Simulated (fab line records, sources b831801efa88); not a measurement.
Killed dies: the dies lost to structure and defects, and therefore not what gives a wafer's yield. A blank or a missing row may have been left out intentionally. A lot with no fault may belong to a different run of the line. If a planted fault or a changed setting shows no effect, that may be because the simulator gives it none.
fab line records	flow gf180mcu
record lots=5	wafers=23
route steps=602 shown POLY_GATE@165 HV_LDD@192 NSD@241 PSD@250 SAB@272
startH: hours from the record's first day to the start of the lot's first wafer shown	waitH: hours elapsed since this lot's preceding step	" identical to the entry in the row above	L1.1+2: several wafers, shown together as one row	- value missing, or start not given	* or withheld: withheld	< > ~ a bound
route shown NAME@n: NAME is a module with steps in the file, n the number in the route of the first one	usual: average and standard deviation across the fault-free wafers	same: alike in all rows	chamber/n: place in a boat	sites: each site's reading	_std_site: their standard deviation	_edge_site: the outer-site mean with the inner-site mean subtracted	radiusMm: how far each site lies from the wafer's centre	mask NAME#n: copy n	behind: the tool/chamber that last shaped the wafer	hold: the reason the lot was held/the length of the hold in hours/how it ended	device: names the non-switching transistor (n, p or np)	end of line: tests run on the same wafers once the route is complete	for a step that has no rows: nothing shown but its recipe	killed: not the wafer's yield, but the dies lost to structure and defects at the first sort	map: the dies of a wafer, with x for killed, . for not killed, _ for no die there
set.NAME: the setting as run; set.NAME@STEP: as run at that earlier step	model.NAME: the simulator's own value behind a step, which no gauge read
lots run with intentionally changed settings; tables by step, rows by wafer
## steps
# step GF_POLY_GATE_PEB_08
# recipe pebTempC=135	pebTimeS=90	resist=KrF
lot.wafer	tool	chamber	startH	waitH	set.pebTimeS
L077.1+5	lithoTrack-01	0	-	-	90
L077.2+3+6	"	0	"	"	100.5
L078.1+3	lithoTrack-02	0	-	-	90
L078.2+5+6	"	0	"	"	99.59
L079.1+4+6	lithoTrack-02	0	-	-	90
L082.1+3+6	lithoTrack-02	0	-	-	90
L082.2+5	"	0	"	"	77.55
L084.1+2	lithoTrack-01	0	-	-	90
L084.4+5+6	"	0	"	"	84.35
# step GF_POLY_GATE_DEVELOP_09
# recipe developTimeS=60	resist=KrF	devTempC=21
# step GF_POLY_GATE_CD_MEAS_10
# recipe targetCdNm=280
# usual cdNm=279.3/1.4
lot.wafer	tool	chamber	startH	waitH	set.pebTimeS@POLY_GATE_PEB_08	cdNm
L077.1	cdSem-02	-	217.94	0.1	90	280.0
L077.2	"	-	"	"	100.5	278.0
L077.3	"	-	"	"	100.5	277.0
L077.5	"	-	"	"	90	279.7
L077.6	"	-	"	"	100.5	276.9
L078.1	cdSem-02	-	223.75	0.1	90	279.9
L078.2	"	-	"	"	99.59	277.3
L078.3	"	-	"	"	90	280.8
L078.5	"	-	"	"	99.59	277.5
L078.6	"	-	"	"	99.59	276.0
L079.1	cdSem-02	-	233.70	0.1	90	280.6
L079.4	"	-	"	"	90	280.2
L079.6	"	-	"	"	90	279.2
L082.1	cdSem-02	-	249.00	0.1	90	279.8
L082.2	"	-	"	"	77.55	282.7
L082.3	"	-	"	"	90	280.9
L082.5	"	-	"	"	77.55	282.5
L082.6	"	-	"	"	90	278.8
L084.1	cdSem-01	-	270.94	0.1	90	277.2
L084.2	"	-	"	"	90	277.7
L084.4	"	-	"	"	84.35	279.2
L084.5	"	-	"	"	84.35	281.0
L084.6	"	-	"	"	84.35	279.4
# step GF_POLY_GATE_ETCH_12
# recipe chemistry=N2/H2	targetDepthA=withheld	overetchA=withheld	timeS=withheld	target=BARC	ionEnergyEv=200	sourceW=500	biasW=100	pressureMtorr=30	n2FlowSccm=100	h2FlowSccm=200
lot.wafer	tool	chamber	startH	waitH	set.pebTimeS@POLY_GATE_PEB_08	model.POLY_GATE.cdNm
L077.1	rieDiel-02	1	218.10	0.0	*	279.7
L077.2	"	2	"	"	*	278.5
L077.3	"	0	"	"	*	278
L077.5	"	2	"	"	*	280.4
L077.6	"	1	"	"	*	277.2
L078.1	rieDiel-01	3	223.91	0.0	*	279.7
L078.2	"	1	"	"	*	277.4
L078.3	"	0	"	"	*	280.7
L078.5	"	3	"	"	*	278.2
L078.6	"	0	"	"	*	277
L079.1	rieDiel-01	2	233.86	0.0	*	281.2
L079.4	"	0	"	"	*	281
L079.6	"	2	"	"	*	279.7
L082.1	rieDiel-02	1	249.16	0.0	*	279.6
L082.2	"	3	"	"	*	283.2
L082.3	"	2	"	"	*	280.5
L082.5	"	0	"	"	*	283.5
L082.6	"	1	"	"	*	279.1
L084.1	rieDiel-02	2	271.10	0.0	*	277.8
L084.2	"	1	"	"	*	278.2
L084.4	"	3	"	"	*	280.9
L084.5	"	3	"	"	*	282
L084.6	"	2	"	"	*	279.3
# step GF_HV_LDD_EXPOSE_16
# recipe maskId=Pplus_LV_AREA	targetCdNm=400	na=0.6	sourceShape=conventional	sigmaOuter=0.6	doseMj=140
lot.wafer	tool	chamber	startH	waitH	mask	set.doseMj
L077.1+3+6	ilineStepper-01	0	-	-	Pplus_LV_AREA#0	140
L077.2+5	"	0	"	"	Pplus_LV_AREA#0	146.8
L078.1+3+6	ilineStepper-01	0	-	-	Pplus_LV_AREA#0	140
L078.2+5	"	0	"	"	Pplus_LV_AREA#0	142.6
L079.1+4+6	ilineStepper-02	0	-	-	Pplus_LV_AREA#0	140
L082.1+5+6	ilineStepper-02	0	-	-	Pplus_LV_AREA#0	140
L082.2+3	"	0	"	"	Pplus_LV_AREA#0	129.7
L084.1+4+6	ilineStepper-02	0	-	-	Pplus_LV_AREA#0	145.4
L084.2+5	"	0	"	"	Pplus_LV_AREA#0	140
# step GF_HV_LDD_DEVELOP_18
# recipe developTimeS=60	devTempC=23
lot.wafer	tool	chamber	startH	waitH	set.devTempC
L077.1+2+5	lithoTrack-03	0	255.34	0.1	25.31
L077.3+6	"	0	"	"	23
L078.1+2+3	lithoTrack-03	0	262.64	0.1	19.31
L078.5+6	"	0	"	"	23
L079.1+4+6	lithoTrack-02	0	273.40	0.1	23
L082.1+2+3+5+6	lithoTrack-02	0	289.55	0.1	23
L084.1+2+4+5+6	lithoTrack-02	0	313.75	0.1	23
# step GF_HV_LDD_CD_MEAS_19
# recipe targetCdNm=400
# usual cdNm=400.6/1.9
lot.wafer	tool	chamber	startH	waitH	set.doseMj@HV_LDD_EXPOSE_16	set.devTempC@HV_LDD_DEVELOP_18	cdNm
L077.1	cdSem-02	-	255.49	0.1	140	25.31	390.7
L077.2	"	-	"	"	146.8	25.31	407.6
L077.3	"	-	"	"	140	23	402.5
L077.5	"	-	"	"	146.8	25.31	407.0
L077.6	"	-	"	"	140	23	400.6
L078.1	cdSem-01	-	262.79	0.1	140	19.31	414.5
L078.2	"	-	"	"	142.6	19.31	420.5
L078.3	"	-	"	"	140	19.31	415.9
L078.5	"	-	"	"	142.6	23	406.3
L078.6	"	-	"	"	140	23	401.0
L079.1	cdSem-02	-	273.55	0.1	140	23	399.6
L079.4	"	-	"	"	140	23	401.3
L079.6	"	-	"	"	140	23	399.6
L082.1	cdSem-02	-	289.70	0.1	140	23	401.4
L082.2	"	-	"	"	129.7	23	379.3
L082.3	"	-	"	"	129.7	23	380.7
L082.5	"	-	"	"	140	23	401.1
L082.6	"	-	"	"	140	23	400.9
L084.1	cdSem-02	-	313.90	0.1	145.4	23	412.2
L084.2	"	-	"	"	140	23	401.5
L084.4	"	-	"	"	145.4	23	410.4
L084.5	"	-	"	"	140	23	400.8
L084.6	"	-	"	"	145.4	23	411.9
# step GF_NSD_DEVELOP_06
# recipe developTimeS=60	devTempC=23
lot.wafer	tool	chamber	startH	waitH	set.developTimeS
L077.1+2	lithoTrack-01	0	318.84	0.1	66.95
L077.3+5+6	"	0	"	"	60
L078.1+2+5	lithoTrack-01	0	326.79	0.1	52.08
L078.3+6	"	0	"	"	60
L079.1+4+6	lithoTrack-03	0	338.79	0.1	60
L082.1+3+5	lithoTrack-02	0	357.25	0.1	64.12
L082.2+6	"	0	"	"	60
L084.1+6	lithoTrack-02	0	384.00	0.1	60
L084.2+4+5	"	0	"	"	54.2
# step GF_NSD_CD_MEAS_07
# recipe targetCdNm=400
# usual cdNm=400.9/2.5
lot.wafer	tool	chamber	startH	waitH	set.developTimeS@NSD_DEVELOP_06	cdNm
L077.1	cdSem-02	-	318.99	0.1	66.95	412.0
L077.2	"	-	"	"	66.95	410.9
L077.3	"	-	"	"	60	403.0
L077.5	"	-	"	"	60	402.5
L077.6	"	-	"	"	60	401.2
L078.1	cdSem-02	-	326.94	0.1	52.08	387.8
L078.2	"	-	"	"	52.08	387.9
L078.3	"	-	"	"	60	400.1
L078.5	"	-	"	"	52.08	387.2
L078.6	"	-	"	"	60	400.9
L079.1	cdSem-01	-	338.94	0.1	60	399.0
L079.4	"	-	"	"	60	397.8
L079.6	"	-	"	"	60	398.6
L082.1	cdSem-02	-	357.40	0.1	64.12	407.2
L082.2	"	-	"	"	60	399.3
L082.3	"	-	"	"	64.12	402.6
L082.5	"	-	"	"	64.12	404.2
L082.6	"	-	"	"	60	398.4
L084.1	cdSem-02	-	384.15	0.1	60	401.1
L084.2	"	-	"	"	54.2	392.1
L084.4	"	-	"	"	54.2	390.5
L084.5	"	-	"	"	54.2	392.0
L084.6	"	-	"	"	60	400.0
# step GF_NSD_IMPLANT_09
# recipe species=As	energyKev=60	doseCm2=4e+15	tiltDeg=7
lot.wafer	tool	chamber	startH	waitH	set.energyKev	model.implant.rpNm	model.implant.drpNm
L077.1+2+5	implanter-02	0	319.15	0.0	61.56	37.57	16.47
L077.3+6	"	0	"	"	60	36.78	16.15
L078.1+2+6	implanter-02	0	327.10	0.0	55.22	35.24	15.16
L078.3+5	"	0	"	"	60	37.74	16.15
L079.1+4+6	implanter-04	0	339.09	0.0	60	36.75	16.15
L082.1+2+5	implanter-02	0	357.56	0.0	56.06	35.51	15.34
L082.3+6	"	0	"	"	60	37.56	16.15
L084.1+5	implanter-04	0	384.31	0.0	60	37.27	16.15
L084.2+4+6	"	0	"	"	55.38	34.88	15.19
# step GF_NSD_IMPLANT_10
# recipe species=P	energyKev=40	doseCm2=5e+14	tiltDeg=7
# step GF_NSD_STRIP_11
# recipe chemistry=O2/N2	powerW=1400	pressureMtorr=1500	platenTempC=250	o2FlowSccm=3000	n2FlowSccm=300	overashFraction=0.5
# usual stripTimeToEndpointS=22.77/0.042
lot.wafer	tool	chamber	startH	waitH	set.energyKev@NSD_IMPLANT_09	stripTimeToEndpointS
L077.1	plasmaAsher-01	1	319.45	0.1	61.56	22.96
L077.2	"	0	"	"	61.56	22.97
L077.3	"	0	"	"	60	22.80
L077.5	"	1	"	"	61.56	22.98
L077.6	"	0	"	"	60	22.77
L078.1	plasmaAsher-02	0	327.40	0.1	55.22	22.13
L078.2	"	1	"	"	55.22	22.07
L078.3	"	1	"	"	60	22.76
L078.5	"	0	"	"	60	22.77
L078.6	"	1	"	"	55.22	22.11
L079.1	plasmaAsher-01	0	339.39	0.1	60	22.80
L079.4	"	1	"	"	60	22.81
L079.6	"	0	"	"	60	22.75
L082.1	plasmaAsher-04	1	357.86	0.1	56.06	22.33
L082.2	"	0	"	"	56.06	22.32
L082.3	"	1	"	"	60	22.85
L082.5	"	0	"	"	56.06	22.31
L082.6	"	1	"	"	60	22.83
L084.1	plasmaAsher-04	0	384.61	0.1	60	22.79
L084.2	"	1	"	"	55.38	22.17
L084.4	"	1	"	"	55.38	22.14
L084.5	"	0	"	"	60	22.70
L084.6	"	1	"	"	55.38	22.15
# step GF_NSD_TW_MEAS_12
# usual NSD_TW=4253/36
lot.wafer	tool	chamber	startH	waitH	set.energyKev@NSD_IMPLANT_09	NSD_TW
L077.1	filmMetro-04	-	319.55	0.1	61.56	4340
L077.2	"	-	"	"	61.56	4312
L077.3	"	-	"	"	60	4329
L077.5	"	-	"	"	61.56	4327
L077.6	"	-	"	"	60	4275
L078.1	filmMetro-04	-	327.50	0.1	55.22	4238
L078.2	"	-	"	"	55.22	4200
L078.3	"	-	"	"	60	4313
L078.5	"	-	"	"	60	4316
L078.6	"	-	"	"	55.22	4246
L079.1	filmMetro-04	-	339.49	0.1	60	4295
L079.4	"	-	"	"	60	4295
L079.6	"	-	"	"	60	4314
L082.1	filmMetro-03	-	357.96	0.1	56.06	4184
L082.2	"	-	"	"	56.06	4177
L082.3	"	-	"	"	60	4218
L082.5	"	-	"	"	56.06	4175
L082.6	"	-	"	"	60	4234
L084.1	filmMetro-04	-	384.71	0.1	60	4265
L084.2	"	-	"	"	55.38	4187
L084.4	"	-	"	"	55.38	4200
L084.5	"	-	"	"	60	4256
L084.6	"	-	"	"	55.38	4208
# step GF_PSD_COAT_02
# recipe resist=NOVOLAK	spinRpm=3000	resistThkNm=1000
lot.wafer	tool	chamber	startH	waitH	set.resistThkNm	model.NOVOLAK_of_PSD_COAT_02.thkNm
L077.1	lithoTrack-03	0	329.84	0.1	1049	1054
L077.2	"	0	"	"	1000	1004
L077.3	"	0	"	"	1049	1052
L077.5	"	0	"	"	1000	1005
L077.6	"	0	"	"	1000	1006
L078.1	lithoTrack-04	0	337.77	0.1	978.6	973.5
L078.2	"	0	"	"	1000	992.3
L078.3	"	0	"	"	1000	998.2
L078.5	"	0	"	"	978.6	974.6
L078.6	"	0	"	"	1000	990.5
L079.1	lithoTrack-03	0	349.84	0.1	1000	997.8
L079.4	"	0	"	"	1000	998.6
L079.6	"	0	"	"	1000	997.9
L082.1	lithoTrack-04	0	368.52	0.1	1000	998.2
L082.2+5	"	0	"	"	1015	1015
L082.3	"	0	"	"	1000	998.3
L082.6	"	0	"	"	1015	1014
L084.1	lithoTrack-04	0	396.02	0.1	942.5	942.3
L084.2	"	0	"	"	942.5	943.5
L084.4	"	0	"	"	1000	1001
L084.5	"	0	"	"	942.5	943.4
L084.6	"	0	"	"	1000	999.6
# step GF_PSD_DEVELOP_06
# recipe developTimeS=60	devTempC=23
lot.wafer	tool	chamber	startH	waitH	set.developTimeS
L077.1+5	lithoTrack-01	0	341.24	0.1	55.31
L077.2+3+6	"	0	"	"	60
L078.1+2+3+5+6	lithoTrack-03	0	348.74	0.1	60
L079.1+4+6	lithoTrack-03	0	360.89	0.1	60
L082.1+6	lithoTrack-01	0	379.74	0.1	60
L082.2+3+5	"	0	"	"	52.1
L084.1+4+6	lithoTrack-04	0	407.72	0.1	57.55
L084.2+5	"	0	"	"	60
# step GF_PSD_CD_MEAS_07
# recipe targetCdNm=400
# usual cdNm=400.7/2.3
lot.wafer	tool	chamber	startH	waitH	set.resistThkNm@PSD_COAT_02	set.developTimeS@PSD_DEVELOP_06	cdNm
L077.1	cdSem-02	-	341.39	0.1	1049	55.31	384.0
L077.2	"	-	"	"	1000	60	396.0
L077.3	"	-	"	"	1049	60	392.9
L077.5	"	-	"	"	1000	55.31	387.3
L077.6	"	-	"	"	1000	60	395.5
L078.1	cdSem-02	-	348.89	0.1	978.6	60	405.8
L078.2	"	-	"	"	1000	60	405.1
L078.3	"	-	"	"	1000	60	401.8
L078.5	"	-	"	"	978.6	60	404.6
L078.6	"	-	"	"	1000	60	404.1
L079.1	cdSem-02	-	361.04	0.1	1000	60	399.7
L079.4	"	-	"	"	1000	60	401.3
L079.6	"	-	"	"	1000	60	400.1
L082.1	cdSem-02	-	379.89	0.1	1000	60	399.9
L082.2	"	-	"	"	1015	52.1	382.6
L082.3	"	-	"	"	1000	52.1	388.2
L082.5	"	-	"	"	1015	52.1	384.1
L082.6	"	-	"	"	1015	60	399.0
L084.1	cdSem-01	-	407.87	0.1	942.5	57.55	403.0
L084.2	"	-	"	"	942.5	60	406.9
L084.4	"	-	"	"	1000	57.55	397.5
L084.5	"	-	"	"	942.5	60	409.3
L084.6	"	-	"	"	1000	57.55	397.7
# step GF_PSD_IMPLANT_09
# recipe species=BF2	energyKev=40	doseCm2=1.5e+15	tiltDeg=7
# step GF_PSD_STRIP_10
# recipe chemistry=O2/N2	powerW=1400	pressureMtorr=1500	platenTempC=250	o2FlowSccm=3000	n2FlowSccm=300	overashFraction=0.5
# usual stripTimeToEndpointS=16.51/0.033
lot.wafer	tool	chamber	startH	waitH	set.resistThkNm@PSD_COAT_02	stripTimeToEndpointS
L077.1	plasmaAsher-01	1	341.70	0.1	1049	17.12
L077.2	"	0	"	"	1000	16.59
L077.3	"	1	"	"	1049	17.11
L077.5	"	0	"	"	1000	16.58
L077.6	"	1	"	"	1000	16.61
L078.1	plasmaAsher-03	0	349.19	0.1	978.6	16.25
L078.2	"	1	"	"	1000	16.47
L078.3	"	1	"	"	1000	16.52
L078.5	"	1	"	"	978.6	16.26
L078.6	"	0	"	"	1000	16.43
L079.1	plasmaAsher-04	1	361.34	0.1	1000	16.49
L079.4	"	1	"	"	1000	16.50
L079.6	"	0	"	"	1000	16.50
L082.1	plasmaAsher-03	0	380.19	0.1	1000	16.50
L082.2	"	1	"	"	1015	16.69
L082.3	"	1	"	"	1000	16.50
L082.5	"	0	"	"	1015	16.68
L082.6	"	1	"	"	1015	16.67
L084.1	plasmaAsher-03	1	408.18	0.1	942.5	15.87
L084.2	"	0	"	"	942.5	15.89
L084.4	"	0	"	"	1000	16.56
L084.5	"	1	"	"	942.5	15.90
L084.6	"	0	"	"	1000	16.51
# step GF_PSD_CLEAN_12
# recipe chemistry=SC1/SC2	mix=1:4:20	tempC=70	timeS=150	dry=n2Spin
# step GF_PSD_RTA_13
# recipe tempC=1025	timeS=20	ambient=N2
# step GF_PSD_RS_MEAS_14
# recipe thkMeasGauge=four-point-probe
# usual NSD_RS=46.06/0.081
lot.wafer	tool	chamber	startH	waitH	set.energyKev@NSD_IMPLANT_09	NSD_RS[ohm/sq]
L077.1	filmMetro-02	-	341.99	0.1	61.56	45.65
L077.2	"	-	"	"	61.56	45.78
L077.3	"	-	"	"	60	46.22
L077.5	"	-	"	"	61.56	45.74
L077.6	"	-	"	"	60	46.18
L078.1	filmMetro-04	-	349.49	0.1	55.22	47.46
L078.2	"	-	"	"	55.22	47.39
L078.3	"	-	"	"	60	46.08
L078.5	"	-	"	"	60	45.98
L078.6	"	-	"	"	55.22	47.38
L079.1	filmMetro-02	-	361.64	0.1	60	46.05
L079.4	"	-	"	"	60	45.97
L079.6	"	-	"	"	60	46.00
L082.1	filmMetro-02	-	380.49	0.1	56.06	47.20
L082.2	"	-	"	"	56.06	47.20
L082.3	"	-	"	"	60	46.01
L082.5	"	-	"	"	56.06	47.24
L082.6	"	-	"	"	60	46.17
L084.1	filmMetro-04	-	408.47	0.1	60	46.08
L084.2	"	-	"	"	55.38	47.44
L084.4	"	-	"	"	55.38	47.33
L084.5	"	-	"	"	60	46.09
L084.6	"	-	"	"	55.38	47.46
# step GF_SAB_DEVELOP_08
# recipe developTimeS=60	devTempC=23
lot.wafer	tool	chamber	startH	waitH	set.developTimeS
L077.1+3+5	lithoTrack-01	0	363.54	0.1	60
L077.2+6	"	0	"	"	65.03
L078.1+3	lithoTrack-01	0	371.44	0.1	65.69
L078.2+5+6	"	0	"	"	60
L079.1+4+6	lithoTrack-04	0	382.97	0.1	60
L082.1+3+6	lithoTrack-04	0	403.67	0.1	67.73
L082.2+5	"	0	"	"	60
L084.1+2+4	lithoTrack-04	0	431.17	0.1	51.64
L084.5+6	"	0	"	"	60
# step GF_SAB_CD_MEAS_09
# recipe targetCdNm=420
# usual cdNm=418.9/2.5
lot.wafer	tool	chamber	startH	waitH	set.developTimeS@SAB_DEVELOP_08	cdNm
L077.1	cdSem-02	-	363.69	0.1	60	414.4
L077.2	"	-	"	"	65.03	407.6
L077.3	"	-	"	"	60	414.3
L077.5	"	-	"	"	60	412.5
L077.6	"	-	"	"	65.03	407.8
L078.1	cdSem-01	-	371.59	0.1	65.69	410.6
L078.2	"	-	"	"	60	419.8
L078.3	"	-	"	"	65.69	410.7
L078.5	"	-	"	"	60	419.9
L078.6	"	-	"	"	60	420.1
L079.1	cdSem-01	-	383.12	0.1	60	421.2
L079.4	"	-	"	"	60	422.2
L079.6	"	-	"	"	60	419.6
L082.1	cdSem-02	-	403.82	0.1	67.73	406.0
L082.2	"	-	"	"	60	419.4
L082.3	"	-	"	"	67.73	405.4
L082.5	"	-	"	"	60	416.6
L082.6	"	-	"	"	67.73	407.6
L084.1	cdSem-02	-	431.32	0.1	51.64	433.3
L084.2	"	-	"	"	51.64	432.8
L084.4	"	-	"	"	51.64	435.7
L084.5	"	-	"	"	60	419.6
L084.6	"	-	"	"	60	418.2
# step GF_SAB_ETCH_11
# recipe chemistry=C4F8/O2/Ar	maskMaterial=NOVOLAK	target=SiO2	targetDepthNm=55	sourceW=1500	biasW=1200	pressureMtorr=40	c4f8FlowSccm=withheld	O2_flow_sccm=6	Ar_flow_sccm=300	timeS=8.5
lot.wafer	tool	chamber	startH	waitH	set.developTimeS@SAB_DEVELOP_08	model.SAB.cdNm
L077.1	rieDiel-03	0	363.85	0.0	60	414.7
L077.2	"	2	"	"	65.03	407.6
L077.3	"	0	"	"	60	414.2
L077.5	"	2	"	"	60	412.4
L077.6	"	0	"	"	65.03	407.7
L078.1	rieDiel-04	1	371.75	0.0	65.69	411
L078.2+5	"	0,1	"	"	60	419.7
L078.3	"	3	"	"	65.69	410.8
L078.6	"	2	"	"	60	420.1
L079.1	rieDiel-02	2	383.28	0.0	60	421.7
L079.4	"	1	"	"	60	422.6
L079.6	"	3	"	"	60	420.4
L082.1	rieDiel-03	2	403.99	0.0	67.73	405.9
L082.2	"	1	"	"	60	419.5
L082.3	"	3	"	"	67.73	405.7
L082.5	"	3	"	"	60	416.7
L082.6	"	2	"	"	67.73	407.3
L084.1	rieDiel-04	2	431.48	0.0	51.64	433.8
L084.2	"	3	"	"	51.64	432.4
L084.4	"	0	"	"	51.64	435.6
L084.5	"	1	"	"	60	419.6
L084.6	"	2	"	"	60	418.3
## key
split step=GF_POLY_GATE_PEB_08	setting=pebTimeS	stated=90	by=wafer
response step=GF_POLY_GATE_CD_MEAS_10	reading=cdNm	change=-0.248	per=1%	r=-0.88
response step=GF_POLY_GATE_ETCH_12	reading=model.POLY_GATE.cdNm	change=-0.251	per=1%	r=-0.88
split step=GF_HV_LDD_EXPOSE_16	setting=doseMj	stated=140	by=wafer
response step=GF_HV_LDD_CD_MEAS_19	reading=cdNm	slope=+2.92	per=1%	togetherWith=devTempC@HV_LDD_DEVELOP_18	explained=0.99
split step=GF_HV_LDD_DEVELOP_18	setting=devTempC	stated=23	by=wafer
response step=GF_HV_LDD_CD_MEAS_19	reading=cdNm	slope=-0.894	per=1%	togetherWith=doseMj@HV_LDD_EXPOSE_16	explained=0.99
split step=GF_NSD_DEVELOP_06	setting=developTimeS	stated=60	by=wafer
response step=GF_NSD_CD_MEAS_07	reading=cdNm	change=+0.898	per=1%	r=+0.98
split step=GF_NSD_IMPLANT_09	setting=energyKev	stated=60	by=wafer
response step=GF_NSD_IMPLANT_09	reading=model.implant.rpNm	change=+0.312	per=1%	r=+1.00
response step=GF_NSD_IMPLANT_09	reading=model.implant.drpNm	change=+0.124	per=1%	r=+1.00
response step=GF_NSD_STRIP_11	reading=stripTimeToEndpointS	change=*	per=1%	r=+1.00
response step=GF_NSD_TW_MEAS_12	reading=NSD_TW	change=+8.9	per=1%	r=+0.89
response step=GF_PSD_RS_MEAS_14	reading=NSD_RS	change=-0.173	per=1%	r=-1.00
split step=GF_PSD_COAT_02	setting=resistThkNm	stated=1000	by=wafer
response step=GF_PSD_COAT_02	reading=model.NOVOLAK_of_PSD_COAT_02.thkNm	change=+9.88	per=1%	r=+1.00
response step=GF_PSD_STRIP_10	reading=stripTimeToEndpointS	change=*	per=1%	r=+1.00
response step=GF_PSD_CD_MEAS_07	reading=cdNm	slope=-0.88	per=1%	togetherWith=developTimeS@PSD_DEVELOP_06	explained=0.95
split step=GF_PSD_DEVELOP_06	setting=developTimeS	stated=60	by=wafer
response step=GF_PSD_CD_MEAS_07	reading=cdNm	change=+1.19	per=1%	r=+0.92
split step=GF_SAB_DEVELOP_08	setting=developTimeS	stated=60	by=wafer
response step=GF_SAB_CD_MEAS_09	reading=cdNm	change=-0.958	per=1%	r=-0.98
response step=GF_SAB_ETCH_11	reading=model.SAB.cdNm	change=-0.955	per=1%	r=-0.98
